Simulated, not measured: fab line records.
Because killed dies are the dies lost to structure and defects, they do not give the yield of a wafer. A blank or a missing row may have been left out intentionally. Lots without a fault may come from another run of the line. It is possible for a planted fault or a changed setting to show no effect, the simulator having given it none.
What tool caused it? + flow gf180mcu + 11 lots with 33 wafers sampled at 5 steps, on a route of 602 steps

== WHAT THE GAUGES SHOWED, per wafer ==
GF_VT_IMPLANT_RS_MEAS_46: a four-point-probe measurement.
| lot  | measured     | on            | MVSD_RS (ohm/sq)  |
|------|--------------|---------------|-------------------|
| L172 | day 8 08:59  | film_metro-02 | 454.3 452.2 453.9 |
| L174 | day 8 22:45  | film_metro-04 | 451.4 450.5 451.9 |
| L176 | day 9 15:32  | film_metro-02 | 454.1 453.3 453.8 |
| L177 | day 9 18:37  | film_metro-02 | 454.4 454.0 453.4 |
| L178 | day 9 22:59  | film_metro-04 | 449.6 449.2 450.7 |
| L187 | day 12 13:35 | film_metro-04 | 454.6 454.9 454.5 |
| L188 | day 12 22:42 | film_metro-04 | 458.6 457.8 457.2 |
| L189 | day 13 05:07 | film_metro-03 | 451.7 451.9 451.5 |
| L190 | day 13 08:07 | film_metro-04 | 450.7 450.2 450.4 |
| L191 | day 13 17:50 | film_metro-03 | 452.5 453.4 451.7 |
| L192 | day 14 02:34 | film_metro-04 | 451.5 451.4 450.5 |

== WHAT TOOL EACH LOT RAN ON (gives the tool, then ch and the chambers of the sampled wafers, and finally the start) ==
| lot  | GF_STI_ETCH_14                  | GF_DNWELL_STRIP_08                  | GF_NWELL_STRIP_10                   | GF_MVSD_IMPLANT_08              |
|------|---------------------------------|-------------------------------------|-------------------------------------|---------------------------------|
| L172 | rie_si-02 ch 0,2,3, day 2 16:37 | plasma_asher-04 ch 0,1, day 3 10:13 | plasma_asher-03 ch 0,1, day 3 23:05 | implanter-04 ch 0, day 5 02:49  |
| L174 | rie_si-02 ch 1,3, day 3 03:52   | plasma_asher-01 ch 0,1, day 3 21:13 | plasma_asher-01 ch 0,1, day 4 11:05 | implanter-04 ch 0, day 5 15:26  |
| L176 | rie_si-01 ch 0,1, day 3 14:13   | plasma_asher-01 ch 0,1, day 4 10:02 | plasma_asher-01 ch 0,1, day 5 01:07 | implanter-04 ch 0, day 6 05:58  |
| L177 | rie_si-02 ch 1,2,3, day 3 18:52 | plasma_asher-01 ch 0,1, day 4 12:34 | plasma_asher-03 ch 0,1, day 5 02:44 | implanter-04 ch 0, day 6 08:43  |
| L178 | rie_si-02 ch 0,1,2, day 3 23:19 | plasma_asher-02 ch 0,1, day 4 17:20 | plasma_asher-03 ch 0,1, day 5 07:47 | implanter-04 ch 0, day 6 13:02  |
| L187 | rie_si-02 ch 0,3, day 5 22:34   | plasma_asher-02 ch 0,1, day 6 18:02 | plasma_asher-03 ch 0,1, day 7 09:59 | implanter-04 ch 0, day 8 18:46  |
| L188 | rie_si-01 ch 0,1,2, day 6 03:07 | plasma_asher-02 ch 0,1, day 7 01:11 | plasma_asher-01 ch 0,1, day 7 16:56 | implanter-04 ch 0, day 9 02:31  |
| L189 | rie_si-01 ch 1,3, day 6 08:36   | plasma_asher-02 ch 0,1, day 7 05:53 | plasma_asher-04 ch 0,1, day 7 21:44 | implanter-02 ch 0, day 9 07:40  |
| L190 | rie_si-01 ch 0,2,3, day 6 14:16 | plasma_asher-04 ch 0,1, day 7 09:36 | plasma_asher-01 ch 0,1, day 8 01:44 | implanter-03 ch 0, day 9 11:13  |
| L191 | rie_si-01 ch 0,3, day 6 19:00   | plasma_asher-04 ch 0,1, day 7 15:20 | plasma_asher-03 ch 0,1, day 8 07:49 | implanter-02 ch 0, day 9 17:53  |
| L192 | rie_si-02 ch 0,1,2, day 7 01:22 | plasma_asher-02 ch 0,1, day 7 22:47 | plasma_asher-04 ch 0,1, day 8 15:32 | implanter-03 ch 0, day 10 01:22 |
- GF_STI_ETCH_14: etches Si in HBr/Cl2/O2, target depth 360 nm, time 102.9 s.
- GF_DNWELL_STRIP_08: strips in O2/N2.
- GF_NWELL_STRIP_10: strips in O2/N2.
- GF_MVSD_IMPLANT_08

== THE ANSWER, worked out from the rows above alone ==
Rule: usual is defined by the lots themselves. Put in order of their means at a reading, lots are off if they are a third of the lots or fewer, leave a main group of 4 or more, and stand apart from it by a gap of 3 or more times the standard deviation of the main group's means; of several such gaps the widest counts. A main group is skipped when, at the precision printed for the reading in the tables above, its means are all equal. A lot without any number at a reading at which 4 lots or more have one is off too. Where the step has rows for the other lots, those lots are counted as sound.
No lot is off at any reading shown: from this, nothing can be told.

== WHAT THE SIMULATOR PUT IN ==
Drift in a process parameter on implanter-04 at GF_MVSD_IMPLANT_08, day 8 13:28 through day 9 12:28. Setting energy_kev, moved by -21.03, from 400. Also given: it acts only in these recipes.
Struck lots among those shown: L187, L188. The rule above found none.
